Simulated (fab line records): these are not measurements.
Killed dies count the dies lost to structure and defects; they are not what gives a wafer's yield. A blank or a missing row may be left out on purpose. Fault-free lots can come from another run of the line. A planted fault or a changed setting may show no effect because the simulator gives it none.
Comparing a struck lot with a sound one	flow gf180mcu	15 steps out of a route of 602
Sound: the wafers L110.1, L110.2, L110.6. The struck wafers were L112.2, L112.3, L112.5. The cause is named last.
For every step that has rows: the tool of each side, followed by ch and its chambers, followed by its first start. Under that, the readings that differ: sound wafers	struck wafers	difference of the means	sigmas: that difference in standard deviations of wafers without a fault.
alike: words and numbers the same on both sides, and readings whose means are apart by under 2 such deviations; not compared: readings that were withheld, readings missing a value for some wafer, numbers with overlapping values and no deviation given by the record, and bounds like >300 which may hide the same value.
A row with sigmas, a row that says differs or no value, or rows on one side alone: a step with any of these is where the two part. When numbers do not overlap yet have no deviation, they are printed without sigmas and do not part them. Lack of a reading on every wafer of one side parts them only where that side has two or more wafers.

first, 1 step without rows for these wafers: GF_V4_CVD_23 (deposits W, target thk 350 nm, time 104.9 s).
GF_V4_RS_MEAS_24: the measuring method here is four-point-probe.
  sound on filmMetro-03, day 24 17:25; struck on filmMetro-04, day 25 11:01
  alike: V4_W_RS
GF_V4_THK_MEAS_25: measures by xrf.
  sound on filmMetro-03, day 24 17:32; struck on filmMetro-04, day 25 11:08
  alike: V4_W_THK
then, 2 steps without rows for these wafers: GF_V4_CMP_26 (polishes, stops on SiO2, t overpolish 15 s, target thk 0 nm); GF_MIM_SPUTTER_00 (material Ti, target thk 37.5 nm, time 150 s).
GF_MIM_SPUTTER_01: material TiN, target thk 30 nm, time 25 s.
  sound on pvdSputter-04, day 24 17:59; struck on pvdSputter-04, day 25 11:35
  alike: chamberPressurePa, throttleValvePct
then, 1 step without rows for these wafers: GF_MIM_SPUTTER_02 (material AlCu, target thk 450 nm, time 23.9 s).
GF_MIM_SPUTTER_03: material Ti, target thk 10 nm, time 6.7 s.
  sound on pvdSputter-04, day 24 18:03; struck on pvdSputter-04, day 25 11:38
  alike: chamberPressurePa, throttleValvePct
then, 1 step without rows for these wafers: GF_MIM_SPUTTER_04 (material TiN, target thk 50 nm, time 41.7 s).
GF_MIM_CVD_05: deposits Si3N4, target thk 42 nm, time 29.086 s.
  sound on pecvd-04 ch 1,2, day 24 18:07; struck on pecvd-04 ch 0,1, day 25 11:42
  alike: heaterPowerW
GF_MIM_THK_MEAS_06:
  sound on filmMetro-04, day 24 18:09; struck on filmMetro-04, day 25 11:44
  alike: MIM_CVD_05_THK
GF_MIM_SPUTTER_07: material TiN, target thk 60 nm, time 50 s.
  sound on pvdSputter-02, day 24 18:13; struck on pvdSputter-02, day 25 11:47
  alike: chamberPressurePa, throttleValvePct
GF_MIM_SPUTTER_08: material AlCu, target thk 200 nm, time 10.6 s.
  sound on pvdSputter-02, day 24 18:15; struck on pvdSputter-02, day 25 11:50
reading	sound	struck	difference	sigmas
chamberPressurePa (Pa)	0.3999 0.3981 0.4007	0.4270 0.4265 0.4271	+0.0273	+34
  alike: throttleValvePct
GF_MIM_SPUTTER_09: material TiN, target thk 35 nm, time 29.2 s.
  sound on pvdSputter-02, day 24 18:16; struck on pvdSputter-02, day 25 11:52
  alike: chamberPressurePa, throttleValvePct
-- the record jumps here: 4 days lie between the struck wafers' starts before and after (it left off in module MIM and takes up again in module PASSIVATION, whose first step shown is number 602 of the route) --
GF_PASSIVATION_PROBE_99:
  record: rows for the struck wafers here (prober-01, day 29 22:37), none for the sound ones

WHERE THEY PART
Last at GF_PASSIVATION_PROBE_99 as far as this record goes, first at GF_MIM_SPUTTER_08.

WHY: what had been put in by the simulator
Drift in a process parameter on pvdSputter-02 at GF_MIM_SPUTTER_08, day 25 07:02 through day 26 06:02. From 0.4, the setting chamberPressurePa moved by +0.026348. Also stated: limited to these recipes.
